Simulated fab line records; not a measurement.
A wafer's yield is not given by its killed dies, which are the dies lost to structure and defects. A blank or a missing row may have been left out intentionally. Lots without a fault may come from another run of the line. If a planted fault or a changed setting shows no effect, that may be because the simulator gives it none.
A sampling plan put to the test + flow sky130 + each of the 18 faults these records tell of, on one fab line, judged from the records of the lots it struck
The line's own looks make up the plan; these are the steps of the route where a gauge or inspection reads the wafer and leaves it unchanged. A look is open to judgement when struck wafers have a number at it and the file gives its usual mean and standard deviation on fault-free wafers. Caught: the struck wafers' mean, at a look after the fault's first step, is 4 or more of those standard deviations (sigma) away from the usual mean. On the tool: the fault's steps, tested the same way using the tool's own readings. Also counted as caught: the struck wafers showing another recipe, or a record that is empty for them alone.

## THE FAULTS, as the simulator had put them in
1. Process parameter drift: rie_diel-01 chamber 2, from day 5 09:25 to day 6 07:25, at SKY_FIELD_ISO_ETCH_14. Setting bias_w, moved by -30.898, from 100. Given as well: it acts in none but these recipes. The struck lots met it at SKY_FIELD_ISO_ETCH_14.
2. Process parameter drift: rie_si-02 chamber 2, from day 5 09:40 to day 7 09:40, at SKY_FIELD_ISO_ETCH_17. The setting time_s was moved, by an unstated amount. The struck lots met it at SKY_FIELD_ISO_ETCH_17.
3. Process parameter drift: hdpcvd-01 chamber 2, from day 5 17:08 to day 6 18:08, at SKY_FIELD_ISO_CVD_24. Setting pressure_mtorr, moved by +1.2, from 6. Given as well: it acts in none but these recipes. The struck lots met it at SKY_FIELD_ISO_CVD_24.
4. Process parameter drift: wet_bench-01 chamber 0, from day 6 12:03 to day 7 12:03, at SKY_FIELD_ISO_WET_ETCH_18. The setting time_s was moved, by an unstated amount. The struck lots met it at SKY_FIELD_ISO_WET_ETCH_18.
5. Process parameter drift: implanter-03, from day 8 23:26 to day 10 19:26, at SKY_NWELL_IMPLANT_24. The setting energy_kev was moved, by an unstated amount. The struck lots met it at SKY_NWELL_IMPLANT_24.
6. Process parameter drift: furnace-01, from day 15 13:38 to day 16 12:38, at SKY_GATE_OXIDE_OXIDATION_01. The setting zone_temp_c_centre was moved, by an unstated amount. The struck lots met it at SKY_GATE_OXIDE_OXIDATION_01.
7. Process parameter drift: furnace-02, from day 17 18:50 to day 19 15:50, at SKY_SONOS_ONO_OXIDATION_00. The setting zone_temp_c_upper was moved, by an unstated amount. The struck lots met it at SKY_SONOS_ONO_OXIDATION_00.
8. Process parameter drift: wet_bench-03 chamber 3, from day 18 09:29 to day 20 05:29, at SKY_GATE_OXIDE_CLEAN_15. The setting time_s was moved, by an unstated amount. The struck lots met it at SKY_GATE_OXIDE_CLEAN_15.
9. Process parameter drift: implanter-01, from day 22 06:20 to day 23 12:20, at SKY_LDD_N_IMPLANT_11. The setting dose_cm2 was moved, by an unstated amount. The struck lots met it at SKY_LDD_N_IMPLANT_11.
10. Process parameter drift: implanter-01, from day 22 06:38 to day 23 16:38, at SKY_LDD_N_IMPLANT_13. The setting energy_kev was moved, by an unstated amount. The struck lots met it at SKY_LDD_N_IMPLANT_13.
11. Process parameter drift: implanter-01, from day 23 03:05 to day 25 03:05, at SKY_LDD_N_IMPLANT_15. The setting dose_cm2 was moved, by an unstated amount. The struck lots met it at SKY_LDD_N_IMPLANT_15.
12. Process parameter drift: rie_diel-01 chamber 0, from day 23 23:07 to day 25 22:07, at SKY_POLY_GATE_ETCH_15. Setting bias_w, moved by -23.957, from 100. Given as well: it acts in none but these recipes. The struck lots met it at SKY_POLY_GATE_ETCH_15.
13. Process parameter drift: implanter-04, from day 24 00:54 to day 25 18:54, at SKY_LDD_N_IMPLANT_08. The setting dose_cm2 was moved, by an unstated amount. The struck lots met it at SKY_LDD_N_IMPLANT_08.
14. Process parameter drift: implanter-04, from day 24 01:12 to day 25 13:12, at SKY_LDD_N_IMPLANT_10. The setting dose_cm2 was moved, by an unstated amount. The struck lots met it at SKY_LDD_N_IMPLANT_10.
15. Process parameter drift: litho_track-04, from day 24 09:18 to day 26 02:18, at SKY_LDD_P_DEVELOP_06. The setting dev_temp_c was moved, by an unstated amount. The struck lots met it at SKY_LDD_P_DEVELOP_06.
16. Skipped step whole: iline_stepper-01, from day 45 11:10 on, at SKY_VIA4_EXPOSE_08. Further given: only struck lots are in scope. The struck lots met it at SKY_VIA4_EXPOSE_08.
17. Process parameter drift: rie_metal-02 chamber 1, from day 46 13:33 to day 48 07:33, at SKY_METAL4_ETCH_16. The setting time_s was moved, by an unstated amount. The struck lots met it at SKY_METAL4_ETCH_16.
18. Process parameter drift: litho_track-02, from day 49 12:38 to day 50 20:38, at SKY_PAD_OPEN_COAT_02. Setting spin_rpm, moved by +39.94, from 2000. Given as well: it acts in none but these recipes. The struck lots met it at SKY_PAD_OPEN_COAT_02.

## WHAT THE PLAN SAW
| fault | on the tool itself                  | first look that catches it                      | reading, sigma | median hours from its first step to that look | hours from the fault's start to the first struck lot there | judged looks passed uncaught |
|-------|-------------------------------------|-------------------------------------------------|----------------|-----------------------------------------------|------------------------------------------------------------|------------------------------|
| 1     | bias_w -91 sigma                    | none of the 3 looks that can be judged after it | -              | -                                             | -                                                          | 3                            |
| 2     | run_length_s -21 sigma              | not the one look that can be judged after it    | -              | -                                             | -                                                          | 1                            |
| 3     | pressure_mtorr +92 sigma            | none of the 3 looks that can be judged after it | -              | -                                             | -                                                          | 3                            |
| 4     | run_length_s +63 sigma              | not the one look that can be judged after it    | -              | -                                             | -                                                          | 1                            |
| 5     | beam_energy_keV -99 or beyond sigma | not the one look that can be judged after it    | -              | -                                             | -                                                          | 1                            |
| 6     | spike_tc_centre_C +13 sigma         | not the one look that can be judged after it    | -              | -                                             | -                                                          | 1                            |
| 7     | spike_tc_upper_C -42 sigma          | none of the 2 looks that can be judged after it | -              | -                                             | -                                                          | 2                            |
| 8     | run_length_s -39 sigma              | not the one look that can be judged after it    | -              | -                                             | -                                                          | 1                            |
| 9     | dose_ions_cm2 +99 or beyond sigma   | not the one look that can be judged after it    | -              | -                                             | -                                                          | 1                            |
| 10    | beam_energy_keV +99 or beyond sigma | none of the 2 looks that can be judged after it | -              | -                                             | -                                                          | 2                            |
| 11    | dose_ions_cm2 +99 or beyond sigma   | none of the 2 looks that can be judged after it | -              | -                                             | -                                                          | 2                            |
| 12    | bias_w -79 sigma                    | not the one look that can be judged after it    | -              | -                                             | -                                                          | 1                            |
| 13    | dose_ions_cm2 -99 or beyond sigma   | no look after it can be judged                  | -              | -                                             | -                                                          | 0                            |
| 14    | dose_ions_cm2 -86 sigma             | not the one look that can be judged after it    | -              | -                                             | -                                                          | 1                            |
| 15    | developer_temp_C +24 sigma          | none of the 2 looks that can be judged after it | -              | -                                             | -                                                          | 2                            |
| 16    | no reading that can be judged       | no look after it can be judged                  | -              | -                                             | -                                                          | 0                            |
| 17    | run_length_s -14 sigma              | no look after it can be judged                  | -              | -                                             | -                                                          | 0                            |
| 18    | spin_speed_rpm +28 sigma            | not the one look that can be judged after it    | -              | -                                             | -                                                          | 1                            |
A dash: this means the fault isn't caught or the number doesn't appear in these records.

Caught at a look: 0 of 18. Caught on the tool: 17 of 18. By one or the other: 17 of 18.
Faults caught by the tool alone: 1, 2, 3, 4, 5, 6, 7, 8, 9, 10, 11, 12, 13, 14, 15, 17, 18.
Caught by neither: fault 16.
